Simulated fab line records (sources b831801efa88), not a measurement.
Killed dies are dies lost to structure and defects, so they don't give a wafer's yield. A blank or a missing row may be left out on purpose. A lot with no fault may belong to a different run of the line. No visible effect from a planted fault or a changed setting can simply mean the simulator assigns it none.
A lot that was struck, set against a sound lot ; flow gf180mcu ; 19 steps out of a route of 602
Sound: these wafers, L567.1, L567.2, L567.5. Struck: wafers L557.4, L557.5, L557.6. The cause is given at the end.
At each step with rows: each side's tool, then ch and its chambers, then its first start. Under that, the readings that differ: sound wafers ; struck wafers ; difference of the means ; sigmas: that difference in standard deviations of wafers without a fault.
alike: words and numbers the same on both sides, and readings whose means are apart by under 2 such deviations; not compared: readings that were withheld, readings missing a value for some wafer, numbers with overlapping values and no deviation given by the record, and bounds like >300 which may hide the same value.
The two part at a step that has a row with sigmas, a row that says differs or no value, or rows on one side only. Numbers that don't overlap but have no deviation are shown without sigmas and don't part them. Lack of a reading on every wafer of one side parts them only where that side has two or more wafers.

first, 4 steps without rows for these wafers: GF_NSD_SOFTBAKE_03 (time 60 s); GF_NSD_EXPOSE_04 (exposes mask Nplus, target cd 400 nm); GF_NSD_PEB_05; GF_NSD_DEVELOP_06 (develop time 60 s).
GF_NSD_CD_MEAS_07: the cd target is 400 nm.
  sound: cd-sem-02 at day 19 17:29; struck: cd-sem-01 at day 15 20:08
  alike: cd-nm
GF_NSD_OVL_MEAS_08:
  sound: overlay-02 at day 19 17:36; struck: overlay-02 at day 15 20:13
  alike: NSD_OVL
then, 2 steps without rows for these wafers: GF_NSD_IMPLANT_09; GF_NSD_IMPLANT_10.
GF_NSD_STRIP_11: strips in O2/N2.
  sound on plasma-asher-01 ch 0,1, day 19 17:56; struck on plasma-asher-02 ch 0,1, day 15 20:34
  alike: drypump-motor-current-A, heater-power-w, oes-product-au, strip-time-to-endpoint-s
  not compared: rf-hours-counter-h
GF_NSD_TW_MEAS_12:
  sound: film-metro-02 at day 19 18:02; struck: film-metro-01 at day 15 20:40
  alike: NSD_TW
then, 2 steps without rows for these wafers: GF_PSD_DEHYDRATE_00 (time 60 s); GF_PSD_HMDS_01 (prime time 60 s).
GF_PSD_COAT_02: resist thk 1000 nm.
  sound on litho-track-02 ch 0, day 20 05:59; struck on litho-track-02, day 16 07:25
  no value came back on the struck wafers for chill-plate-temp-C (C), dispense-pressure-kPa (kPa); on the sound wafers chill-plate-temp-C (C) reads 22.89 23.00 22.83
then, 4 steps without rows for these wafers: GF_PSD_SOFTBAKE_03 (time 60 s); GF_PSD_EXPOSE_04 (exposes mask Pplus, target cd 400 nm); GF_PSD_PEB_05; GF_PSD_DEVELOP_06 (develop time 60 s).
GF_PSD_CD_MEAS_07: the cd target is 400 nm.
  sound: cd-sem-01 at day 20 18:16; struck: cd-sem-02 at day 16 18:29
reading;sound;struck;difference;sigmas
cd-nm (nm);399.2 400.8 401.5;- - -;no value on the struck wafers;
GF_PSD_OVL_MEAS_08:
  sound: overlay-01 at day 20 18:23; struck: overlay-01 at day 16 18:34
reading;sound;struck;difference;sigmas
PSD_OVL (nm);2.1 2.2 1.3;- - -;no value on the struck wafers;

WHERE THEY PART
First at GF_PSD_COAT_02; last, within this record, at GF_PSD_OVL_MEAS_08.

WHY: whatever the simulator had introduced
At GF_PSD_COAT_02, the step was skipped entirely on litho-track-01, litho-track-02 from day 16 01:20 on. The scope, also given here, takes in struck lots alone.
